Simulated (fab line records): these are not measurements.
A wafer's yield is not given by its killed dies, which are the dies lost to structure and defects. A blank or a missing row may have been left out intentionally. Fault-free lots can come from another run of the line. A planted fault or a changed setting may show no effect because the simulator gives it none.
Matching of chambers :: flow gf180mcu :: GF_PASSIVATION_CVD_00 on pecvd-04 has 3 sister chambers
The step deposits SiO2 from TEOS, target thk 1000 nm, time 111.95 s. 16 wafers are shown with their chamber, then 8 later ones without.

== WAFERS, EACH WITH ITS CHAMBER ==
wafer: L777.3
chamber: 2
heaterPowerW (W): 679

wafer: L777.4
chamber: 2
heaterPowerW (W): 739

wafer: L777.6
chamber: 0
heaterPowerW (W): 645

wafer: L778.2
chamber: 0
heaterPowerW (W): 612

wafer: L778.3
chamber: 1
heaterPowerW (W): 662

wafer: L778.6
chamber: 2
heaterPowerW (W): 823

wafer: L779.1
chamber: 1
heaterPowerW (W): 739

wafer: L779.2
chamber: 0
heaterPowerW (W): 667

wafer: L779.5
chamber: 0
heaterPowerW (W): 524

wafer: L780.2
chamber: 0
heaterPowerW (W): 635

wafer: L780.3
chamber: 1
heaterPowerW (W): 731

wafer: L780.6
chamber: 1
heaterPowerW (W): 581

wafer: L781.1
chamber: 1
heaterPowerW (W): 719

wafer: L781.4
chamber: 2
heaterPowerW (W): 770

wafer: L781.6
chamber: 0
heaterPowerW (W): 658

wafer: L782.1
chamber: 2
heaterPowerW (W): 784

SIGNATURES (averages over the wafers above)
reading: heaterPowerW
chamber 0: 623.50
chamber 1: 686.40
chamber 2: 759.00
scatter within a chamber: 57.4
Rule: a wafer lies at a distance from a chamber equal to the root of the sum of squares, over the readings, of (its reading less the chamber's mean, divided by the reading's scatter). If the next closest chamber is less than 2 further off than the closest, the wafer can't be placed; otherwise it belongs to the closest. The scatter is the square root of a quotient: the sum, over the shown wafers, of each reading's squared deviation from its chamber's mean, divided by wafers minus chambers.

== WAFERS MISSING THEIR CHAMBER ==
wafer: L782.3
heaterPowerW (W): 614

wafer: L782.5
heaterPowerW (W): 656

wafer: L787.2
heaterPowerW (W): 707

wafer: L787.3
heaterPowerW (W): 651

wafer: L787.5
heaterPowerW (W): 648

wafer: L789.1
heaterPowerW (W): 570

wafer: L789.4
heaterPowerW (W): 570

wafer: L789.6
heaterPowerW (W): 636

== WHICH CHAMBER EACH ONE RAN IN ==
wafer: L782.3
from the rows above: can't be placed: 0 or 1
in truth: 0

wafer: L782.5
from the rows above: can't be placed: 1 or 0 or 2
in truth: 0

wafer: L787.2
from the rows above: can't be placed: 1 or 2 or 0
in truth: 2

wafer: L787.3
from the rows above: can't be placed: 0 or 1 or 2
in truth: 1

wafer: L787.5
from the rows above: can't be placed: 0 or 1 or 2
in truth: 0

wafer: L789.1
from the rows above: can't be placed: 0 or 1
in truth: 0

wafer: L789.4
from the rows above: can't be placed: 0 or 1
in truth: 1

wafer: L789.6
from the rows above: can't be placed: 0 or 1 or 2
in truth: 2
0 of 8 placed correctly. Unplaceable from these rows: 8, with the true chamber sitting among the candidates in 8. 0 placed wrongly.
